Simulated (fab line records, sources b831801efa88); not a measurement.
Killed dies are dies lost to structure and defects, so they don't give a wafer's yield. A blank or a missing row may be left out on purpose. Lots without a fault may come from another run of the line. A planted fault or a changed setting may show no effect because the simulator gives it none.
fab line records | flow sky130
record lots=14 wafers=42 last_day=50
route steps=708 shown CAPM@549 METAL3@561 VIA3@574
lots that met no fault: from a run of the same line without faults
start_h: hours from the record's first day to the start of the lot's first wafer shown | wait_h: hours since the lot's step before | " the same as in the row above | L1.1+2: a row that stands for several wafers | - no value, or no start given | * or withheld: withheld | < > ~ a bound
route shown NAME@n: a module of which the file shows steps, and the number in the route of the first | usual: mean/standard deviation of fault-free wafers | same: alike in all rows | chamber/n: place in a boat | sites: the reading at each site | _std_site: their standard deviation | _edge_site: outer sites' mean less inner sites' | radius_mm: how far each site lies from the wafer's centre | mask NAME#n: copy n | behind: the tool/chamber that last shaped the wafer | hold: why the lot was held/for how many hours/how that ended | device: the transistor (n, p or np) that didn't switch | end of line: the same wafers' tests at the end of the route | a step without rows: its recipe alone | killed: dies lost to structure and defects at the first sort, not the wafer's yield | map: a wafer's dies, x killed, . not, _ none there
set.NAME: the setting as run; set.NAME@STEP: as run at that earlier step | model.NAME: the simulator's own value behind a step, which no gauge read
steps of the route over a sample of lots; a table a step, a row a wafer
## steps
# step SKY_CAPM_OVL_MEAS_12
# usual CAPM_OVL=-0.2/1.4
# columns lot.wafer tool chamber start_h wait_h CAPM_OVL[nm]
L968.1 overlay-02 - 884.67 0.1 0.6
L968.3 " - " " 1.2
L968.4 " - " " 1.7
L970.1 overlay-01 - 891.72 0.1 -1.4
L970.3 " - " " -2.4
L970.5 " - " " -0.3
L971.1 overlay-02 - 902.17 0.1 -3.3
L971.2 " - " " -2.5
L971.3 " - " " -1.2
L973.2 overlay-02 - 917.97 0.1 0.1
L973.4 " - " " 2.6
L973.6 " - " " -0.3
L974.2 overlay-02 - 918.27 0.1 -0.4
L974.3 " - " " -0.9
L974.6 " - " " -0.9
L977.2 overlay-02 - 944.07 0.1 -3.2
L977.5 " - " " -0.6
L977.6 " - " " -1.6
L978.4 overlay-02 - 949.33 0.1 0.9
L978.5 " - " " -0.5
L978.6 " - " " -1.4
L979.2 overlay-02 - 954.62 0.1 1.6
L979.3 " - " " 0.5
L979.6 " - " " 1.3
L983.2 overlay-02 - 998.57 0.1 -0.8
L983.3 " - " " -2.5
L983.6 " - " " -1.0
L984.1 overlay-01 - 1002.11 0.1 -1.2
L984.5 " - " " 2.4
L984.6 " - " " -0.5
L985.1 overlay-01 - 1003.36 0.1 1.3
L985.2 " - " " -1.0
L985.4 " - " " 3.1
L987.1 overlay-01 - 1007.56 0.1 2.1
L987.5 " - " " 1.8
L987.6 " - " " 1.3
L990.4 overlay-01 - 1032.78 0.1 0.2
L990.5 " - " " 1.9
L990.6 " - " " 0.4
L991.1 overlay-01 - 1040.41 0.1 -0.5
L991.5 " - " " -1.9
L991.6 " - " " -0.6
# step SKY_METAL3_PEB_11
# recipe peb_temp_c=withheld peb_time_s=withheld resist=KrF-thick
# usual chill_plate_temp_C=* exhaust_pa=45.1/0.82
# columns lot.wafer tool chamber start_h wait_h chill_plate_temp_C exhaust_pa
L968.1 litho_track-02 0 909 - * 45.4
L968.3 " 0 910 - * 45.1
L968.4 " 0 " " * 45.0
L970.1 litho_track-02 0 917 - * 46.0
L970.3 " 0 " " * 44.5
L970.5 " 0 " " * 45.2
L971.1 litho_track-03 0 928 - * 45.3
L971.2 " 0 " " * 44.1
L971.3 " 0 " " * 44.2
L973.2 litho_track-01 0 942 - * 44.3
L973.4 " 0 " " * 45.3
L973.6 " 0 " " * 44.9
L974.2 litho_track-01 0 943 - * 45.0
L974.3 " 0 " " * 46.9
L974.6 " 0 " " * 45.3
L977.2 litho_track-01 0 969 - * 44.6
L977.5 " 0 " " * 43.5
L977.6 " 0 " " * 44.1
L978.4 litho_track-01 0 974 - * 44.7
L978.5 " 0 " " * 45.3
L978.6 " 0 " " * 45.2
L979.2 litho_track-01 0 979 - * 43.4
L979.3 " 0 " " * 43.9
L979.6 " 0 " " * 44.1
L983.2 litho_track-01 0 1022 - * 42.8
L983.3 " 0 " " * 44.3
L983.6 " 0 " " * 45.5
L984.1 litho_track-03 - 1026 - - -
L984.5 " - " " - -
L984.6 " - " " - -
L985.1 litho_track-01 - 1027 - - -
L985.2 " - " " - -
L985.4 " - " " - -
L987.1 litho_track-02 0 1030 - * 44.6
L987.5 " 0 " " * 44.7
L987.6 " 0 " " * 44.9
L990.4 litho_track-02 0 1055 - * 44.5
L990.5 " 0 " " * 44.4
L990.6 " 0 " " * 45.0
L991.1 litho_track-03 0 1062 - * 46.4
L991.5 " 0 " " * 46.2
L991.6 " 0 " " * 46.5
# step SKY_METAL3_CD_MEAS_13
# recipe target_cd_nm=300
# usual cd_nm=299.8/1.7
# columns lot.wafer tool chamber start_h wait_h cd_nm
L968.1 cd_sem-02 - 910.31 - 300.2
L968.3 " - " " 300.1
L968.4 " - " " 299.7
L970.1 cd_sem-01 - 917.81 - 300.9
L970.3 " - " " 301.1
L970.5 " - " " 302.4
L971.1 cd_sem-02 - 928.45 - 299.4
L971.2 " - " " 299.1
L971.3 " - " " 299.1
L973.2 cd_sem-02 - 942.79 - 298.7
L973.4 " - " " 299.0
L973.6 " - " " 298.2
L974.2 cd_sem-01 - 943.79 - 302.5
L974.3 " - " " 300.1
L974.6 " - " " 301.4
L977.2 cd_sem-01 - 969.69 - 300.7
L977.5 " - " " 298.9
L977.6 " - " " 300.7
L978.4 cd_sem-02 - 974.88 - 300.6
L978.5 " - " " 300.4
L978.6 " - " " 300.2
L979.2 cd_sem-02 - 979.69 - 300.8
L979.3 " - " " 301.4
L979.6 " - " " 301.4
L983.2 cd_sem-02 - 1022.94 - 303.0
L983.3 " - " " 302.3
L983.6 " - " " 301.4
L984.1 cd_sem-02 - 1026.60 - -
L984.5 " - " " -
L984.6 " - " " -
L985.1 cd_sem-02 - 1027.62 - -
L985.2 " - " " -
L985.4 " - " " -
L987.1 cd_sem-02 - 1030.91 - 296.9
L987.5 " - " " 296.6
L987.6 " - " " 296.8
L990.4 cd_sem-01 - 1055.67 - 298.0
L990.5 " - " " 298.3
L990.6 " - " " 296.9
L991.1 cd_sem-02 - 1062.75 - 298.5
L991.5 " - " " 298.9
L991.6 " - " " 297.4
# step SKY_VIA3_THK_MEAS_01
# recipe reads=SiO2_of_VIA3_HDPCVD_00
# usual VIA3_HDPCVD_THK=1627/20
# columns lot.wafer tool chamber start_h wait_h VIA3_HDPCVD_THK[nm]
L968.1 film_metro-02 - 911.55 0.1 1651
L968.3 " - " " 1671
L968.4 " - " " 1674
L970.1 film_metro-01 - 919.05 0.1 1629
L970.3 " - " " 1595
L970.5 " - " " 1633
L971.1 film_metro-02 - 929.69 0.1 1602
L971.2 " - " " 1608
L971.3 " - " " 1623
L973.2 film_metro-01 - 944.02 0.1 1644
L973.4 " - " " 1660
L973.6 " - " " 1635
L974.2 film_metro-03 - 945.02 0.1 1608
L974.3 " - " " 1598
L974.6 " - " " 1602
L977.2 film_metro-02 - 970.99 0.1 1611
L977.5 " - " " 1633
L977.6 " - " " 1629
L978.4 film_metro-03 - 976.22 0.0 1661
L978.5 " - " " 1632
L978.6 " - " " 1624
L979.2 film_metro-02 - 980.92 0.1 1615
L979.3 " - " " 1634
L979.6 " - " " 1630
L983.2 film_metro-02 - 1024.17 0.1 1586
L983.3 " - " " 1592
L983.6 " - " " 1625
L987.1 film_metro-03 - 1032.19 0.1 1618
L987.5 " - " " 1615
L987.6 " - " " 1637
L990.4 film_metro-01 - 1056.89 0.0 1642
L990.5 " - " " 1627
L990.6 " - " " 1643
L991.1 film_metro-02 - 1063.99 0.1 1653
L991.5 " - " " 1624
L991.6 " - " " 1609
## key
first_sign step=SKY_METAL3_PEB_11 reading=tool_record direction=missing
effect none on later readings
met_at SKY_METAL3_PEB_11
struck_lots L984,L985
later_rows_left_out L984.1,L984.5,L984.6,L985.1,L985.2,L985.4
sort_left_out L984.1,L984.5,L984.6,L985.1,L985.2,L985.4
not_acting_at SKY_CAPM_OVL_MEAS_12,SKY_METAL3_CD_MEAS_13,SKY_VIA3_THK_MEAS_01
fault kind=skipped_step_whole tool=litho_track-01,litho_track-03 chamber=- onset_h=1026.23 steps=SKY_METAL3_PEB_11 scope=struck_lots_only
# sort_left_out: the simulated sort isn't trusted on such a fault, so these wafers' sort isn't shown, and their yield isn't known
# later_rows_left_out: the simulator's readings of these wafers behind a module that went badly wrong aren't trusted and aren't shown, but for the sort
